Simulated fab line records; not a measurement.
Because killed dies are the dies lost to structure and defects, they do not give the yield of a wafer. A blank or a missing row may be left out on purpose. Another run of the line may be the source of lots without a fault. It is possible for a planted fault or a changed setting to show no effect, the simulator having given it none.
The same fault as seen by 2 desks + flow sky130 + each desk has only its own numbers; what lay behind them comes last

## TOOL OWNER'S DESK, implanter-02
SKY_VT_ADJUST_HVTR_IMPLANT_09, tool's own readings: per-lot mean of the sampled wafers with a number, covering each lot this tool ran. The brackets show how far a lot's mean lies from the usual mean; more than 4 standard deviations puts the lot out of limits, marked OUT.
Columns: A = beam on s at SKY_VT_ADJUST_HVTR_IMPLANT_09, usual 10.00 s; B = dose ions cm2 at SKY_VT_ADJUST_HVTR_IMPLANT_09, usual 2.1006e+12; C = faraday current uA at SKY_VT_ADJUST_HVTR_IMPLANT_09, usual 11.85
| lot  | first seen here | A     | B                            | C              |
|------|-----------------|-------|------------------------------|----------------|
| L512 | day 9 18:35     | 9.82  | 2.1001e+12                   | 12.07          |
| L514 | day 10 09:22    | 10.06 | 2.0981e+12                   | 11.77          |
| L516 | day 10 22:23    | 10.21 | 2.0980e+12                   | 11.62          |
| L517 | day 11 11:05    | 9.86  | 2.0993e+12                   | 12.04          |
| L523 | day 13 18:07    | 10.10 | 2.1220e+11 (-99 or more) OUT | 1.17 (-44) OUT |
| L526 | day 14 03:46    | 9.77  | 2.1137e+11 (-99 or more) OUT | 1.21 (-44) OUT |
| L534 | day 16 23:04    | 9.76  | 2.1002e+12                   | 12.16          |
This desk finds L523, L526 out of limits, L523 being first, at day 13 18:07 (dose ions cm2 at SKY_VT_ADJUST_HVTR_IMPLANT_09). L512, L514, L516, L517, L534: within limits.

## FROM THE METROLOGY DESK
What the gauges read, lot by lot, whatever tool the lot ran on: means of the sampled wafers that have a number. The brackets show how far a lot's mean lies from the usual mean; more than 4 standard deviations puts the lot out of limits, marked OUT.
Columns: A = VT_ADJUST_HVTR_TW at SKY_VT_ADJUST_HVTR_TW_MEAS_11, usual 211.3; B = POLY_GATE_CVD_03_THK at SKY_POLY_GATE_THK_MEAS_04, usual 74.6 nm
| lot  | first seen here | A               | B    |
|------|-----------------|-----------------|------|
| L512 | day 9 18:50     | 214.3           | 75.3 |
| L514 | day 10 09:36    | 211.9           | 73.8 |
| L515 | day 10 16:23    | 214.1           | 75.6 |
| L516 | day 10 22:38    | 214.7           | 74.6 |
| L517 | day 11 11:19    | 210.4           | 74.8 |
| L523 | day 13 18:21    | 114.1 (-32) OUT | 74.1 |
| L526 | day 14 03:58    | 113.1 (-33) OUT | 74.0 |
| L527 | day 14 11:22    | 210.9           | 74.0 |
| L528 | day 14 20:43    | 214.4           | 75.2 |
| L531 | day 15 13:41    | 208.3           | 74.6 |
| L534 | day 16 23:19    | 214.9           | 74.9 |
Finding of this desk: L523, L526 out of limits, first seen on L523 at day 13 18:21 (VT_ADJUST_HVTR_TW at SKY_VT_ADJUST_HVTR_TW_MEAS_11). L512, L514, L515, L516, L517, L527, L528, L531, L534: within limits.

## ALL TOGETHER
At day 13 18:07, on L523, L526, the tool owner's desk was in a position to raise an alarm.
Metrology desk: alarm possible at day 13 18:21 on L523, L526.
The lots listed all ran SKY_VT_ADJUST_HVTR_IMPLANT_09 on implanter-02.

## WHAT HAD BEEN PUT IN BY THE SIMULATOR
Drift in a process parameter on implanter-02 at SKY_VT_ADJUST_HVTR_IMPLANT_09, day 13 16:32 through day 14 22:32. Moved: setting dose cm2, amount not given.
Lots struck among those shown: L523, L526.
Time in hours from fault onset to the first out-of-limits reading at each desk: tool owner's desk 2, metrology desk 2.
